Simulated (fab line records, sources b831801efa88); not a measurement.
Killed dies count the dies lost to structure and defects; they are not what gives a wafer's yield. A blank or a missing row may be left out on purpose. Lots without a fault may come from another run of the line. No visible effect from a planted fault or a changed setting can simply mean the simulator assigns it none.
What tool caused it? :: flow gf180mcu :: 14 lots, 42 wafers sampled, at 2 steps of a route of 602

WHAT THE GAUGES READ, wafer by wafer
GF_CONTACT_CD_MEAS_14: the cd target is 220 nm. Usual: cd nm reads 220.6 nm (standard deviation 1.4).
lot: L852
measured: day 16 04:51
on: cd sem-02
cd nm (nm): 220.4 220.0 220.3
flag: 

lot: L853
measured: day 16 15:22
on: cd sem-01
cd nm (nm): 221.4 221.7 220.9
flag: 

lot: L855
measured: day 17 10:06
on: cd sem-01
cd nm (nm): 221.3 221.2 219.9
flag: 

lot: L856
measured: day 17 14:13
on: cd sem-02
cd nm (nm): 217.5 217.1 218.2
flag: 

lot: L857
measured: day 17 19:40
on: cd sem-02
cd nm (nm): 224.0 223.2 224.2
flag: 

lot: L859
measured: day 18 21:00
on: cd sem-01
cd nm (nm): 219.3 219.4 220.2
flag: 

lot: L860
measured: day 18 22:57
on: cd sem-02
cd nm (nm): 219.2 220.0 219.7
flag: 

lot: L861
measured: day 19 08:44
on: cd sem-02
cd nm (nm): 222.1 222.0 220.8
flag: 

lot: L863
measured: day 20 04:54
on: cd sem-02
cd nm (nm): 221.3 221.0 218.5
flag: 

lot: L871
measured: day 23 12:22
on: cd sem-01
cd nm (nm): 221.5 221.5 220.4
flag: 

lot: L872
measured: day 23 14:59
on: cd sem-02
cd nm (nm): 220.3 222.1 220.9
flag: 

lot: L873
measured: day 23 21:59
on: cd sem-01
cd nm (nm): 222.9 222.8 222.3
flag: 

lot: L875
measured: day 24 08:28
on: cd sem-02
cd nm (nm): 222.4 222.5 222.1
flag: 

lot: L874
measured: day 24 10:01
on: cd sem-02
cd nm (nm): 220.6 220.1 219.7
flag: 

GF_CONTACT_THK_MEAS_26: measures by xrf. Usual: for CONTACT_W_THK the level is 313 nm and the standard deviation is 6.9.
lot: L852
measured: day 16 05:48
on: film metro-03
CONTACT_W_THK (nm): 299 301 299
flag: 

lot: L853
measured: day 16 16:18
on: film metro-02
CONTACT_W_THK (nm): 313 313 310
flag: 

lot: L855
measured: day 17 11:03
on: film metro-01
CONTACT_W_THK (nm): 312 317 314
flag: 

lot: L856
measured: day 17 15:09
on: film metro-01
CONTACT_W_THK (nm): 310 309 313
flag: 

lot: L857
measured: day 17 20:36
on: film metro-01
CONTACT_W_THK (nm): 326 330 333
flag: 

lot: L859
measured: day 18 21:56
on: film metro-03
CONTACT_W_THK (nm): 303 311 307
flag: 

lot: L860
measured: day 18 23:53
on: film metro-02
CONTACT_W_THK (nm): 312 313 313
flag: 

lot: L861
measured: day 19 09:41
on: film metro-03
CONTACT_W_THK (nm): 310 309 314
flag: 

lot: L863
measured: day 20 05:50
on: film metro-03
CONTACT_W_THK (nm): 312 327 313
flag: 

lot: L871
measured: day 23 13:18
on: film metro-02
CONTACT_W_THK (nm): 310 321 309
flag: 

lot: L872
measured: day 23 16:00
on: film metro-02
CONTACT_W_THK (nm): 319 311 308
flag: 

lot: L873
measured: day 23 22:55
on: film metro-03
CONTACT_W_THK (nm): 325 308 321
flag: 

lot: L875
measured: day 24 09:24
on: film metro-03
CONTACT_W_THK (nm): 311 308 310
flag: 

lot: L874
measured: day 24 10:57
on: film metro-02
CONTACT_W_THK (nm): 315 328 312
flag: 

WHAT TOOL EACH LOT RAN ON (gives the tool, then ch and the chambers of the sampled wafers, and finally the start)
The record holds no process step before these readings.

AS READ BY THE TOOLS THEMSELVES (means over the sampled wafers that have a number; for cases with no such wafer, the mark the record gives instead)
The record holds no such reading with a usual standard deviation.

THE ANSWER, worked out from the rows above alone
Rule: a lot counts as off when the mean over its wafers that have a number is more than 3 standard deviations away from the usual mean. A lot without any number at a reading at which 4 lots or more have one is off too. The other lots that the step has rows for count as sound. The gauges are gone through in route order, then the tools' own readings, and for those a lot's mean is taken as printed above. At the first step where some lot is off, the reading lying furthest off is the one used; lots without a number count as furthest.
No lot is off at any reading shown: from this, nothing can be told.

WHAT THE SIMULATOR PUT IN
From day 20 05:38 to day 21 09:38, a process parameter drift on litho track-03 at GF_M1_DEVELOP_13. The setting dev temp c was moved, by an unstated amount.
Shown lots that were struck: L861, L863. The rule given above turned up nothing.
